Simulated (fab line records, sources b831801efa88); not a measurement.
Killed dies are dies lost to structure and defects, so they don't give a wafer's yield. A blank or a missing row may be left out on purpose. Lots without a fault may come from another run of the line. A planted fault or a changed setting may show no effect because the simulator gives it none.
fab line records | flow sky130
record lots=6 wafers=18 last_day=49
route steps=708 shown METAL4@627 VIA4@639
lots that met no fault: from a run of the same line without faults
start_h: hours from the record's first day to the start of the lot's first wafer shown | wait_h: hours since the lot's step before | " the same as in the row above | L1.1+2: a row that stands for several wafers | - no value, or no start given | * or withheld: withheld | < > ~ a bound
route shown NAME@n: a module of which the file shows steps, and the number in the route of the first | usual: mean/standard deviation of fault-free wafers | same: alike in all rows | chamber/n: place in a boat | sites: the reading at each site | _std_site: their standard deviation | _edge_site: outer sites' mean less inner sites' | radius_mm: how far each site lies from the wafer's centre | mask NAME#n: copy n | behind: the tool/chamber that last shaped the wafer | hold: why the lot was held/for how many hours/how that ended | device: the transistor (n, p or np) that didn't switch | end of line: the same wafers' tests at the end of the route | a step without rows: its recipe alone | killed: dies lost to structure and defects at the first sort, not the wafer's yield | map: a wafer's dies, x killed, . not, _ none there
set.NAME: the setting as run; set.NAME@STEP: as run at that earlier step | model.NAME: the simulator's own value behind a step, which no gauge read
lots at some steps of the route; a table a step, a row a wafer
services: from which hour (start_h, from the record's first day; less than 0 if before it) a tool's chamber was out of use, for how many hours, and why
## steps
# step SKY_METAL4_PEB_11
# recipe peb_temp_c=withheld peb_time_s=withheld resist=KrF-thick
# step SKY_METAL4_DEVELOP_12
# recipe develop_time_s=60 resist=KrF-thick dev_temp_c=21
# step SKY_METAL4_CD_MEAS_13
# recipe target_cd_nm=300
# usual cd_nm=300.1/1.2
# columns lot.wafer tool chamber start_h wait_h cd_nm
L122.2 cd_sem-01 - 1016.71 - 300.7
L122.4 " - " " 300.7
L122.5 " - " " 299.9
L125.2 cd_sem-01 - 1045.40 - 301.3
L125.4 " - " " 300.6
L125.5 " - " " 303.5
L132.1 cd_sem-01 - 1081.56 - 301.5
L132.3 " - " " 301.7
L132.4 " - " " 301.0
L134.1 cd_sem-01 - 1086.08 - 300.5
L134.2 " - " " 301.2
L134.4 " - " " 301.3
L137.1 cd_sem-01 - 1097.79 - 300.8
L137.2 " - " " 300.7
L137.6 " - " " 301.0
L138.1 cd_sem-02 - 1102.89 - 297.9
L138.3 " - " " 297.0
L138.5 " - " " 299.1
# step SKY_METAL4_OVL_MEAS_14
# usual METAL4_OVL=1/6.5
# columns lot.wafer tool chamber start_h wait_h METAL4_OVL[nm]
L122.2 overlay-02 - 1016.82 0.1 -1
L122.4 " - " " 2
L122.5 " - " " 2
L125.2 overlay-02 - 1045.51 0.1 -6
L125.4 " - " " 2
L125.5 " - " " -4
L132.1 overlay-01 - 1081.68 0.1 5
L132.3 " - " " 9
L132.4 " - " " 8
L134.1 overlay-01 - 1086.20 0.1 15
L134.2 " - " " 11
L134.4 " - " " 11
L137.1 overlay-02 - 1097.91 0.1 -6
L137.2 " - " " -6
L137.6 " - " " -3
L138.1 overlay-01 - 1103.01 0.1 -9
L138.3 " - " " -8
L138.5 " - " " -9
# step SKY_METAL4_DESCUM_15
# recipe chemistry=O2 source_power_w=150 bias_power_w=0 pressure_mtorr=10 temp_c=40 time_s=8
# usual drypump_motor_current_A=5.6/0.35 oes_product_au=1.000/0.011
# columns lot.wafer tool chamber start_h wait_h drypump_motor_current_A oes_product_au rf_hours_counter_h
L122.2 rie_metal-03 0 1016.85 0.0 5.9 0.997 5
L122.4 " 0 " " 5.9 0.990 -
L122.5 " 1 " " 5.6 0.993 -
L125.2 rie_metal-04 0 1045.54 0.0 5.9 1.000 19
L125.4 " 1 " " 5.7 0.993 -
L125.5 " 0 " " 5.9 1.003 -
L132.1 rie_metal-04 1 1081.71 0.0 5.7 1.001 8
L132.3 " 1 " " 5.7 1.005 -
L132.4 " 0 " " 5.9 0.991 -
L134.1 rie_metal-01 1 1086.24 0.0 5.0 1.008 18
L134.2 " 1 " " 5.0 1.007 -
L134.4 " 1 " " 5.0 1.001 -
L137.1 rie_metal-04 1 1097.95 0.0 5.7 0.998 10
L137.2 " 0 " " 5.9 0.996 22
L137.6 " 0 " " 5.9 1.003 -
L138.1 rie_metal-01 0 1103.05 0.0 5.9 1.006 10
L138.3 " 0 " " 5.9 0.993 -
L138.5 " 0 " " 5.9 0.998 -
# step SKY_METAL4_ETCH_16
# recipe chemistry=N2/H2 target=BARC ion_energy_ev=200 bias_w=100 pressure_mtorr=30 n2_flow_sccm=100 h2_flow_sccm=200 icp_w=500 stop_on=SiO2 time_s=88.2 target_depth_a=600
# usual bias_w=99.94/0.28 drypump_motor_current_A=5.6/0.35 oes_product_au=0.626/0.0045 throttle_valve_pct=13.204/0.009
# columns lot.wafer tool chamber start_h wait_h bias_w drypump_motor_current_A oes_product_au rf_hours_counter_h throttle_valve_pct
L122.2 rie_metal-03 0 1016.88 0.0 100.13 5.9 0.629 5 13.210
L122.4 " 0 " " 100.58 5.9 0.624 - 13.197
L122.5 " 1 " " 100.28 5.6 0.629 - 13.199
L125.2 rie_metal-04 0 1045.57 0.0 100.15 5.9 0.618 19 13.206
L125.4 " 1 " " 99.93 5.7 0.623 - 13.198
L125.5 " 0 " " 99.88 5.9 0.635 - 13.200
L132.1 rie_metal-04 1 1081.74 0.0 100.33 5.7 0.620 8 13.215
L132.3 " 1 " " 100.10 5.7 0.616 - 13.208
L132.4 " 0 " " 99.99 5.9 0.620 - 13.200
L134.1 rie_metal-01 1 1086.30 0.1 99.75 5.0 0.632 18 13.221
L134.2 " 1 " " 100.02 5.0 0.626 - 13.195
L134.4 " 1 " " 99.92 5.0 0.623 - 13.216
L137.1 rie_metal-04 1 1097.98 0.0 99.79 5.7 0.627 10 13.190
L137.2 " 0 " " 100.16 5.9 0.628 22 13.213
L137.6 " 0 " " 100.14 5.9 0.620 - 13.193
L138.1 rie_metal-01 0 1103.08 0.0 99.58 5.9 0.625 10 13.228
L138.3 " 0 " " 99.85 5.9 0.617 - 13.210
L138.5 " 0 " " 99.89 5.9 0.625 - 13.205
# step SKY_METAL4_ETCH_17
# recipe target=SiO2 stop_on=TiN chemistry=C4F8/O2/Ar source_w=1500 bias_w=1200 pressure_mtorr=40 c4f8_flow_sccm=withheld O2_flow_sccm=6 Ar_flow_sccm=300 time_s=3.9 target_depth_a=150
# usual bias_w=1200/3.7 oes_product_au=0.755/0.008
# columns lot.wafer tool chamber start_h wait_h bias_w oes_product_au
L122.2 rie_diel-01 2 1016.98 0.1 1198 0.755
L122.4 " 0 " " 1202 0.762
L122.5 " 2 " " 1203 0.762
L125.2 rie_diel-04 1 1045.67 0.1 1199 0.753
L125.4 " 1 " " 1199 0.758
L125.5 " 3 " " 1197 0.753
L132.1 rie_diel-04 1 1081.84 0.1 1203 0.737
L132.3 " 0 " " 1198 0.740
L132.4 " 3 " " 1201 0.751
L134.1 rie_diel-02 3 1086.50 0.2 1200 0.759
L134.2 " 0 " " 1204 0.759
L134.4 " 1 " " 1201 0.759
L137.1 rie_diel-02 2 1098.08 0.1 1195 0.764
L137.2 " 0 " " 1201 0.762
L137.6 " 3 " " 1197 0.774
L138.1 rie_diel-02 0 1103.18 0.1 1202 0.755
L138.3 " 3 " " 1195 0.739
L138.5 " 2 " " 1204 0.750
# step SKY_METAL4_METAL_ETCH_18
# recipe target_depth_a=8450 stop_on=SiO2 over_etch_frac=0.3 time_s=183.1 chemistry=Cl2/BCl3 resist_sidewall_deg=88 pressure_mtorr=10 icp_w=900 bias_w=48.5 Cl2_flow_sccm=60 bcl3_flow_sccm=30
# step SKY_METAL4_STRIP_19
# recipe chemistry=O2/N2 power_w=1400 pressure_mtorr=1500 platen_temp_c=withheld o2_flow_sccm=3000 n2_flow_sccm=300 overash_fraction=0.5
# usual drypump_motor_current_A=5.9/0.45 oes_product_au=0.501/0.0051 strip_time_to_endpoint_s=6.50/0.078
# columns lot.wafer tool chamber start_h wait_h drypump_motor_current_A oes_product_au rf_hours_counter_h strip_time_to_endpoint_s
L122.2 plasma_asher-01 0 1017.18 0.1 5.7 0.517 123 6.52
L122.4 " 0 " " 5.7 0.505 - 6.53
L122.5 " 1 " " 5.9 0.501 - 6.48
L125.2 plasma_asher-04 0 1045.86 0.1 6.6 0.506 88 6.53
L125.4 " 0 " " 6.6 0.501 - 6.49
L125.5 " 1 " " 5.4 0.502 - 6.54
L132.1 plasma_asher-04 0 1082.04 0.1 6.6 0.490 92 6.42
L132.3 " 1 " " 5.4 0.494 - 6.40
L132.4 " 0 " " 6.6 0.498 - 6.40
L134.1 plasma_asher-04 0 1086.69 0.1 6.6 0.498 92 6.50
L134.2 " 1 " " 5.4 0.503 92 6.46
L134.4 " 0 " " 6.6 0.501 - 6.50
L137.1 plasma_asher-01 0 1098.28 0.1 5.7 0.498 4 6.54
L137.2 " 1 " " 5.9 0.493 4 6.42
L137.6 " 0 " " 5.7 0.499 - 6.44
L138.1 plasma_asher-01 1 1103.38 0.1 5.9 0.497 5 6.49
L138.3 " 1 " " 5.9 0.502 - 6.48
L138.5 " 0 " " 5.7 0.494 - 6.51
# step SKY_METAL4_STRIP_20
# recipe chemistry=post_etch_residue_remover time_s=1200 temp_c=72.5
# step SKY_METAL4_CLEAN_21
# recipe chemistry=IPA time_s=180 temp_c=25
# step SKY_METAL4_CLEAN_22
# recipe chemistry=O3/DIW dry=n2_spin
# step SKY_VIA4_HDPCVD_00
# recipe material=SiO2 target_thk_nm=1750 sigma_open_frac=0.3 time_s=291.7 temp_c=400 sih4_flow_sccm=60 pressure_mtorr=6
# usual run_length_s=319.7/0.66
# columns lot.wafer tool chamber start_h wait_h run_length_s model.SiO2_of_VIA4_HDPCVD_00.thk_nm
L122.2 hdpcvd-01 1 1017.79 0.0 319.3 1770
L122.4 " 1 " " 319.3 1743
L122.5 " 0 " " 319.6 1736
L125.2 hdpcvd-02 2 1046.46 0.0 319.5 1769
L125.4 " 2 " " 319.6 1790
L125.5 " 0 " " 318.4 1740
L132.1 hdpcvd-02 0 1082.63 0.0 401.5 2203
L132.3 " 2 " " 319.5 1758
L132.4 " 1 " " 320.0 1716
L134.1 hdpcvd-02 0 1087.29 0.0 401.6 2237
L134.2 " 2 " " 320.1 1771
L134.4 " 1 " " 320.0 1761
L137.1 hdpcvd-01 2 1099.37 0.0 320.5 1722
L137.2 " 0 " " 320.2 1731
L137.6 " 2 " " 321.1 1741
L138.1 hdpcvd-01 1 1104.07 0.0 319.5 1731
L138.3 " 2 " " 320.4 1709
L138.5 " 2 " " 320.3 1704
# step SKY_VIA4_THK_MEAS_01
# recipe reads=SiO2_of_VIA4_HDPCVD_00
# usual VIA4_HDPCVD_THK=1748/17
# columns lot.wafer tool chamber start_h wait_h hold VIA4_HDPCVD_THK[nm]
L122.2 film_metro-03 - 1017.98 0.1 - 1769
L122.4 " - " " - 1743
L122.5 " - " " - 1735
L125.2 film_metro-01 - 1046.64 0.1 - 1769
L125.4 " - " " - 1790
L125.5 " - " " - 1738
L132.1 film_metro-03 - 1082.81 0.1 await_dispo/0.2h/release 2203
L132.3 " - " " await_dispo/0.2h/release 1759
L132.4 " - " " await_dispo/0.2h/release 1715
L132.1 film_metro-03 - 1083.04 0.2 - 2205
L132.3 " - " " - 1759
L132.4 " - " " - 1716
L134.1 film_metro-01 - 1087.47 0.1 await_dispo/0.2h/release 2237
L134.2 " - " " await_dispo/0.2h/release 1772
L134.4 " - " " await_dispo/0.2h/release 1762
L134.1 film_metro-01 - 1087.70 0.2 - 2237
L134.2 " - " " - 1771
L134.4 " - " " - 1761
L137.1 film_metro-03 - 1099.55 0.1 - 1721
L137.2 " - " " - 1730
L137.6 " - " " - 1743
L138.1 film_metro-04 - 1104.25 0.1 - 1730
L138.3 " - " " - 1709
L138.5 " - " " - 1704
# step SKY_VIA4_CMP_02
# recipe material=SiO2 down_force_psi=4 platen_rpm=60 pad_velocity_m_s=0.94248
# usual motor_current_A=11.8/1.2
# columns lot.wafer tool chamber start_h wait_h hold motor_current_A
L122.4 cmp-01 3 1018.03 0.0 - 13.9
L122.2 " 2 " " - 12.1
L122.5 " 3 " " - 13.8
L125.2 cmp-01 0 1046.79 0.1 - 10.5
L125.4 " 1 " " - 12.0
L125.5 " 2 " " - 11.7
L132.1 cmp-02 2 1088.16 5.1 await_dispo/1.9h/release 12.4
L132.4 " 0 " " await_dispo/1.9h/release 11.6
L132.3 " 1 " " await_dispo/1.9h/release 9.5
L134.4 cmp-01 3 1091.06 3.3 await_dispo/3.3h/release 13.8
L134.1 " 1 " " await_dispo/3.3h/release 12.4
L134.2 " 2 " " await_dispo/3.3h/release 12.7
L137.2 cmp-02 1 1099.83 0.3 - 9.5
L137.1 " 2 " " - 12.3
L137.6 " 0 " " - 11.7
L138.3 cmp-02 0 1104.36 0.1 - 11.4
L138.1 " 2 " " - 12.9
L138.5 " 3 " " - 11.6
## services
# columns tool chamber start_h hours kind
plasma_asher-04 - 1020.08 2.3 repair
rie_diel-02 2 1022.33 3.2 repair
rie_diel-04 3 1026.41 3.1 repair
rie_diel-04 - 1028.07 0.6 repair
rie_diel-01 - 1030.24 2.8 pm
rie_metal-03 - 1035.85 1.5 repair
rie_diel-02 1 1037.27 9.3 repair
rie_diel-04 3 1039.84 3.2 repair
rie_diel-01 3 1043.77 1.9 repair
rie_diel-04 2 1045.67 1.2 repair
rie_diel-02 0 1047.60 3.3 repair
rie_metal-04 1 1048.71 2.9 repair
rie_diel-02 2 1053.83 2.4 repair
plasma_asher-01 - 1055.25 9.0 pm
plasma_asher-01 0 1055.25 9.0 vent_cycle
plasma_asher-01 1 1055.25 9.0 vent_cycle
rie_diel-04 - 1056.54 0.3 repair
plasma_asher-01 0 1064.25 - clean
hdpcvd-01 0 1064.71 7.3 repair
plasma_asher-04 - 1068.54 0.9 repair
rie_metal-01 0 1069.70 25.1 repair
rie_diel-04 - 1078.19 2.8 pm
cmp-02 - 1084.16 4.0 pm
rie_diel-02 - 1101.00 0.4 repair
## key
first_sign step=SKY_VIA4_HDPCVD_00 reading=run_length_s direction=up sigmas=99+ usual=* struck=*
effect step=SKY_VIA4_THK_MEAS_01 reading=visit direction=added
effect step=SKY_VIA4_THK_MEAS_01 reading=VIA4_HDPCVD_THK direction=up sigmas=28 usual=1748 struck=2220
model_effect step=SKY_VIA4_HDPCVD_00 value=SiO2_of_VIA4_HDPCVD_00.thk_nm without=1722 struck=2220
met_at SKY_VIA4_HDPCVD_00
struck_wafers L132.1,L134.1
onset_between 1046.46 1082.63
fault kind=process_parameter_drift tool=hdpcvd-02 chamber=0 onset_h=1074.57 steps=SKY_VIA4_HDPCVD_00 channel=time_s offset=* shape=step end_h=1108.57 acts_in=* stated=*
